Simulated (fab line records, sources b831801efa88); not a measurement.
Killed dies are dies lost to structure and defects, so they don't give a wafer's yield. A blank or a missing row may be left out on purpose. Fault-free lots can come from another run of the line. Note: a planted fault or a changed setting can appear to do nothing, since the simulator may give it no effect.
fab line records    flow sky130
record lots=4  wafers=12  lastDay=49
route steps=708 shown GATE_OXIDE@198 POLY_GATE@204 RES_PROTECT@206 LDD_N@237 PAD_OPEN@708
lots that met no fault: from a run of the same line without faults
startH: hours from the record's opening day to when the first of the lot's shown wafers began    waitH: time in hours since the lot's previous step    " the same as in the row above    L1.1+2: several wafers, shown together as one row    - no value, or no start was given    * or withheld: withheld    < > ~ a bound
route shown NAME@n: names a module that has steps shown in the file, with the first one's number in the route    usual: average and standard deviation across the fault-free wafers    same: alike in all rows    chamber/n: place in a boat    sites: per-site readings    _std_site: standard deviation across them    _edge_site: the outer-site mean with the inner-site mean subtracted    radiusMm: for every site, how far away it sits from the centre of the wafer    mask NAME#n: copy n    behind: the most recent tool/chamber to have shaped the wafer    hold: why the lot went on hold/how many hours it stayed there/how the hold came to an end    device: whichever transistor did not switch (one of n, p or np)    end of line: the tests these same wafers got at the end of their route    step lacking rows: just its recipe    killed: count of dies lost to structure and defects at first sort (not the wafer's yield)    map: a wafer's dies, marking killed ones x, the rest . and places with no die _
set.NAME: the setting the step ran with; set.NAME@STEP: the setting that earlier step ran with    model.NAME: the simulator's own value behind a step, which no gauge read
certain route steps with their lots: each step a table, each wafer a row
services: from which hour (startH, from the record's first day; less than 0 if before it) a tool's chamber was out of use, for how many hours, and why
## steps
# step SKY_GATE_OXIDE_IMPLANT_11
# recipe species=B  energyKev=10  doseCm2=2.6e+12  tiltDeg=withheld
# step SKY_GATE_OXIDE_WET_ETCH_12
# recipe chemistry=dHF  targetDepthNm=16.8  dry=n2Spin  target=SiO2  dilution=100:1  tempC=25  timeS=336
# step SKY_GATE_OXIDE_STRIP_13
# recipe chemistry=O2/N2  powerW=1400  pressureMtorr=1500  platenTempC=withheld  o2FlowSccm=3000  n2FlowSccm=300  overashFraction=0.5
# step SKY_GATE_OXIDE_CLEAN_15
# recipe chemistry=SC1/SC2  mix=1:4:20  tempC=70  timeS=150  dry=n2Spin
# step SKY_GATE_OXIDE_OXIDATION_16
# recipe tempC=800  ambient=O2  idleTempC=700  rampUpCPerMin=10  rampDownCPerMin=3  stabiliseS=600  purgeS=300  targetThkA=35.7  oxTimeS=1915
# step SKY_POLY_GATE_CVD_00
# recipe material=poly-Si  targetThkNm=180  tempC=620  timeS=720  pressureMtorr=200
# step SKY_RES_PROTECT_DEHYDRATE_00
# recipe tempC=200  timeS=60
# step SKY_RES_PROTECT_HMDS_01
# recipe primeTimeS=60  primeTempC=120
# step SKY_RES_PROTECT_COAT_02
# recipe resist=NOVOLAK  spinRpm=3000  resistThkNm=1140
# step SKY_RES_PROTECT_SOFTBAKE_03
# recipe tempC=90  timeS=60  resist=NOVOLAK
# step SKY_RES_PROTECT_EXPOSE_04
# recipe maskId=RPM  na=0.6  sourceShape=conventional  sigmaOuter=0.6  polarization=unpolarized  targetCdNm=1270  doseMj=131
lot.wafer   tool             chamber  startH  waitH  mask   model.RES_PROTECT.overlayXNm
L337.2+5+6  ilineStepper-02  0        331.93  -      RPM#0  0.8019
L348.3+4+5  ilineStepper-02  0        431.65  -      RPM#0  253.8
L350.2+4+5  ilineStepper-02  0        443.80  -      RPM#0  253.8
L355.1+4+6  ilineStepper-01  0        488.24  -      RPM#0  -0.1116
# step SKY_RES_PROTECT_PEB_05
# recipe tempC=withheld  timeS=*  resist=NOVOLAK
# step SKY_RES_PROTECT_DEVELOP_06
# recipe resist=NOVOLAK  developer=TMAH  developTimeS=60  devTempC=23
# step SKY_POLY_GATE_IMPLANT_02
# recipe species=P  energyKev=30  doseCm2=7.7e+15  tiltDeg=0
# step SKY_RES_PROTECT_STRIP_07
# recipe chemistry=O2/N2  powerW=1400  pressureMtorr=1500  platenTempC=withheld  o2FlowSccm=3000  n2FlowSccm=300  overashFraction=0.5
# step SKY_RES_PROTECT_CLEAN_09
# recipe chemistry=SC1/SC2  mix=1:4:20  tempC=70  timeS=150  dry=n2Spin
# step SKY_POLY_GATE_CVD_03
# recipe material=Si3N4  precursor=DCS/NH3  targetThkNm=75  tempC=770  timeS=1290  pressureMtorr=250
# step SKY_POLY_GATE_DEHYDRATE_05
# recipe tempC=200  timeS=60
# step SKY_POLY_GATE_HMDS_06
# recipe primeTimeS=60  primeTempC=120
# step SKY_POLY_GATE_COAT_07
# recipe resist=BARC  tempC=withheld  timeS=withheld  spinRpm=3022  resistThkNm=110
# step SKY_POLY_GATE_COAT_08
# recipe resist=KrF-thick  spinRpm=3000  resistThkNm=450
# step SKY_POLY_GATE_SOFTBAKE_09
# recipe tempC=100  timeS=90  resist=KrF-thick
# step SKY_POLY_GATE_EXPOSE_10
# recipe maskId=P1M  na=0.68  sourceShape=conventional  sigmaOuter=0.6  targetCdNm=150  doseMj=28
# step SKY_POLY_GATE_PEB_11
# recipe pebTempC=withheld  pebTimeS=withheld  resist=KrF-thick
# step SKY_POLY_GATE_DEVELOP_12
# recipe developTimeS=60  resist=KrF-thick  devTempC=21
# step SKY_POLY_GATE_ETCH_15
# recipe chemistry=N2/H2  target=BARC  ionEnergyEv=200  sourceW=500  biasW=100  pressureMtorr=30  n2FlowSccm=100  h2FlowSccm=200  stopOn=SiO2  timeS=118.5  targetDepthA=1100
# step SKY_POLY_GATE_ETCH_16
# recipe stopOn=poly-Si  chemistry=CH3F/O2  target=Si3N4  sourceW=400  biasW=80  pressureMtorr=25  ch3fFlowSccm=40  O2_flow_sccm=30  timeS=147.5  targetDepthA=750
# step SKY_POLY_GATE_ETCH_17
# recipe targetDepthNm=180  stopOn=SiO2  overEtchFrac=0.56667  chemistry=HBr/Cl2  target=poly-Si  icpW=400  biasW=100  pressureMtorr=10  HBr_flow_sccm=150  Cl2_flow_sccm=50  timeS=70.5
# step SKY_POLY_GATE_STRIP_18
# recipe chemistry=O2/N2  powerW=1400  pressureMtorr=1500  platenTempC=withheld  o2FlowSccm=3000  n2FlowSccm=300  overashFraction=0.5
# step SKY_POLY_GATE_CLEAN_19
# recipe chemistry=SC1/SC2  mix=1:4:20  tempC=70  timeS=150  dry=n2Spin
# step SKY_POLY_GATE_OXIDATION_20
# recipe tempC=850  ambient=O2  stabiliseS=600  purgeS=300  targetThkA=40  oxTimeS=899
# step SKY_LDD_N_DEHYDRATE_00
# recipe tempC=200  timeS=60
# step SKY_LDD_N_HMDS_01
# recipe primeTimeS=60  primeTempC=120
# step SKY_LDD_N_COAT_02
# recipe resist=NOVOLAK  spinRpm=3000  resistThkNm=300
# step SKY_PAD_OPEN_PROBE_99
# usual killed_at_M0_to_M3=44/6.6  killed_at_M4_up=2.9/1.8  killedAtContacts=24/4.8  killedAtFrontEnd=15/4.5  killedAtOther=0.3/0.64  killedDies=86/8.7  killedOpen=47/6.5  killedShort=39/5.8
# same grossDies=492  killedAtBackSide=0
lot.wafer  tool       chamber  startH   waitH  killed_at_M0_to_M3  killed_at_M4_up  killedAtContacts  killedAtFrontEnd  killedAtOther  killedDies  killedOpen  killedShort  model.etest.resXhighPo.lineOhmUm  model.etest.resXhighPo.widthNm  model.etest.resHighPo.lineOhmUm  model.etest.resHighPo.widthNm
L337.2     prober-02  -        1076.40  0.1    41                  4                19                18                1              83          41          41           5570                              349.1                           724.1                            347.4
L337.5     prober-02  -        1076.55  0.2    57                  1                18                16                0              92          54          38           5562                              352.9                           728.7                            353.1
L337.6     prober-02  -        1076.60  0.2    42                  2                29                12                1              86          37          48           5681                              347.7                           755.1                            348.6
L348.3     prober-01  -        1145.74  0.2    40                  4                32                4                 12             92          41          39           1353                              1445                            507.8                            515.6
L348.4     prober-01  -        1145.79  0.2    41                  1                17                17                17             93          38          38           1384                              1426                            515.5                            511
L348.5     prober-01  -        1145.84  0.2    41                  1                23                12                14             91          40          37           1361                              1446                            514.5                            510.2
L350.2     prober-01  -        1152.95  0.1    35                  1                22                15                14             87          34          39           1427                              1405                            514.1                            506.6
L350.4     prober-01  -        1153.05  0.2    55                  1                29                9                 19             113         53          41           1455                              1415                            528.3                            510.9
L350.5     prober-01  -        1153.10  0.2    49                  2                14                18                24             107         43          40           1368                              1434                            506.6                            515.2
L355.1     prober-02  -        1177.85  0.1    42                  4                31                16                0              93          44          49           5279                              349.9                           723.7                            348.9
L355.4     prober-02  -        1178.00  0.2    43                  6                25                9                 1              84          49          35           5406                              359                             719.1                            358
L355.6     prober-02  -        1178.10  0.2    52                  1                19                17                0              89          48          41           5417                              357                             722.4                            359.5
# killed by level:class
L337.2 LI_CONTACT:geometricParticle:open=8 VIA2:geometricParticle:open=8 FIELD_ISO:geometricParticle:short=6 POLY_GATE:geometricParticle:open=6 METAL3:geometricParticle:short=6 VIA2:geometricParticle:short=5 CONTACT:geometricParticle:short=4 VIA1:geometricParticle:open=4
L337.5 VIA2:geometricParticle:open=13 VIA1:geometricParticle:open=12 FIELD_ISO:geometricParticle:open=8 CONTACT:geometricParticle:open=8 VIA2:geometricParticle:short=5 METAL1:geometricParticle:short=5 VIA1:geometricParticle:short=5 METAL2:geometricParticle:short=5
L337.6 CONTACT:geometricParticle:open=13 CONTACT:geometricParticle:short=8 VIA1:geometricParticle:open=8 METAL2:geometricParticle:short=7 VIA2:geometricParticle:open=7 METAL1:geometricParticle:short=6 VIA1:geometricParticle:short=6 FIELD_ISO:geometricParticle:short=4
L348.3 RES_PROTECT:overlay=12 CONTACT:geometricParticle:open=11 VIA1:geometricParticle:open=10 CONTACT:geometricParticle:short=10 METAL2:geometricParticle:short=5 VIA3:geometricParticle:open=4 LI_CONTACT:geometricParticle:open=4 METAL1:geometricParticle:short=4
L348.4 RES_PROTECT:overlay=17 METAL1:geometricParticle:short=10 VIA1:geometricParticle:open=8 FIELD_ISO:geometricParticle:short=6 LI_CONTACT:geometricParticle:open=6 CONTACT:geometricParticle:open=6 VIA1:geometricParticle:short=6 VIA2:geometricParticle:open=5
L348.5 RES_PROTECT:overlay=14 VIA1:geometricParticle:open=8 LI_CONTACT:geometricParticle:short=6 CONTACT:geometricParticle:open=6 METAL2:geometricParticle:short=6 VIA2:geometricParticle:open=6 VIA3:geometricParticle:open=6 METAL1:geometricParticle:short=5
L350.2 RES_PROTECT:overlay=14 CONTACT:geometricParticle:open=11 METAL2:geometricParticle:short=9 POLY_GATE:geometricParticle:short=8 VIA3:geometricParticle:open=6 VIA1:geometricParticle:open=6 FIELD_ISO:geometricParticle:short=5 LI_CONTACT:geometricParticle:open=4
L350.4 RES_PROTECT:overlay=19 VIA1:geometricParticle:open=14 CONTACT:geometricParticle:open=10 VIA3:geometricParticle:open=8 CONTACT:geometricParticle:short=7 VIA1:geometricParticle:short=7 METAL2:geometricParticle:short=7 VIA2:geometricParticle:open=6
L350.5 RES_PROTECT:overlay=24 VIA1:geometricParticle:open=12 VIA3:geometricParticle:open=9 CONTACT:geometricParticle:open=7 METAL1:geometricParticle:short=7 FIELD_ISO:geometricParticle:short=6 VIA2:geometricParticle:open=6 POLY_GATE:geometricParticle:short=5
L355.1 CONTACT:geometricParticle:short=12 VIA2:geometricParticle:open=9 VIA1:geometricParticle:open=8 LOCAL_INTERCONNECT:geometricParticle:short=7 LI_CONTACT:geometricParticle:open=6 VIA3:geometricParticle:short=5 VIA3:geometricParticle:open=5 POLY_GATE:geometricParticle:short=4
L355.4 VIA1:geometricParticle:open=15 CONTACT:geometricParticle:open=6 LI_CONTACT:geometricParticle:open=6 METAL2:geometricParticle:short=5 VIA3:geometricParticle:open=5 LI_CONTACT:geometricParticle:short=5 VIA3:geometricParticle:short=5 CONTACT:geometricParticle:short=4
L355.6 VIA1:geometricParticle:open=12 VIA3:geometricParticle:open=8 VIA2:geometricParticle:open=6 SPACER:geometricParticle:open=5 METAL2:geometricParticle:short=5 VIA2:geometricParticle:short=5 POLY_GATE:geometricParticle:open=4 LI_CONTACT:geometricParticle:short=4
# map L348.4 (x killed, . not)
__________.........._________
________x...xx..x...x._______
______x..x..x..xx....x.._____
_____.....x......x.x.....____
____.....x.x...x.x...x...x___
___..x.x.xx.........xx.....__
__........x..x..xx...x......_
_xx............xx..........x.
_......x.x.x..xx...x....x....
_xx....xxx...................
_....x..x.....x.x.x......x...
_.......................x....
_....x......x...x............
_.xxx....x...............xx.x
_x................x..x.xx.xxx
__.x..........x...........x._
___......xx......x.........__
____..x...x..............x___
_____..x.x.x..x..x.......____
______.............x...._____
________.....x........_______
__________..x..x.x.x_________
# map L350.4 (x killed, . not)
__________x........._________
________x..x....x....._______
______....x..x.........._____
_____xx.xx.x.......x.x...____
____..xx.x.x...........x..___
___..x.x....xx.x...x....x..__
__...x....x........xx......._
_.....x.x...x..x..x.x.x.....x
_..x....x.....x..x.x.........
_..xx.....x...............x..
_....x.....xx.x.x...x.x......
_x...x.xx................x.x.
_..x.....x..............xxx..
_x.....x..xxxx.....x...x..x..
_............xx..xx....x...x.
__x.x.x............x.....x.._
___xxx...x.x...xx.........x__
____xx.....xx.......x.....___
_____.......x..x...x.....____
______.x...x...x.....x.x_____
________.xx........x.._______
__________xx.....xxx_________
## services
tool             chamber  startH  hours  kind
ilineStepper-02  0        310.81  -      calibration
ilineStepper-02  -        323.66  6.1    repair
ilineStepper-01  -        374.49  2.4    repair
ilineStepper-02  -        431.79  4.4    pm
ilineStepper-01  -        456.28  1.7    pm
ilineStepper-01  0        470.50  -      calibration
ilineStepper-02  -        485.49  1.7    pm
## key
firstSign step=SKY_PAD_OPEN_PROBE_99  reading=killedAtOther  direction=up  sigmas=16  usual=0.3  struck=16.7
modelEffect step=SKY_RES_PROTECT_EXPOSE_04  value=RES_PROTECT.overlayXNm  without=-0.922  struck=253.8
modelEffect step=SKY_PAD_OPEN_PROBE_99  value=etest.resXhighPo.lineOhmUm  without=5671  struck=1391
moreKillsBornAt SKY_RES_PROTECT_EXPOSE_04@ilineStepper-02=100
metAt SKY_RES_PROTECT_EXPOSE_04
struckWafers L348.3,L348.4,L348.5,L350.2,L350.4,L350.5
testerLeftOut L348,L350
onsetBetween 331.93 431.65
fault kind=scannerMatchingOverlay  tool=ilineStepper-02  chamber=-  onsetH=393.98  steps=SKY_RES_PROTECT_EXPOSE_04  offset=254.71
# testerLeftOut: of these lots the tester's yield and bins aren't shown, on N5 and GAA mostly nor the transistor test; their killed dies are dies lost to structure and defects alone, not to doping, threshold or leakage, so they don't give the yield
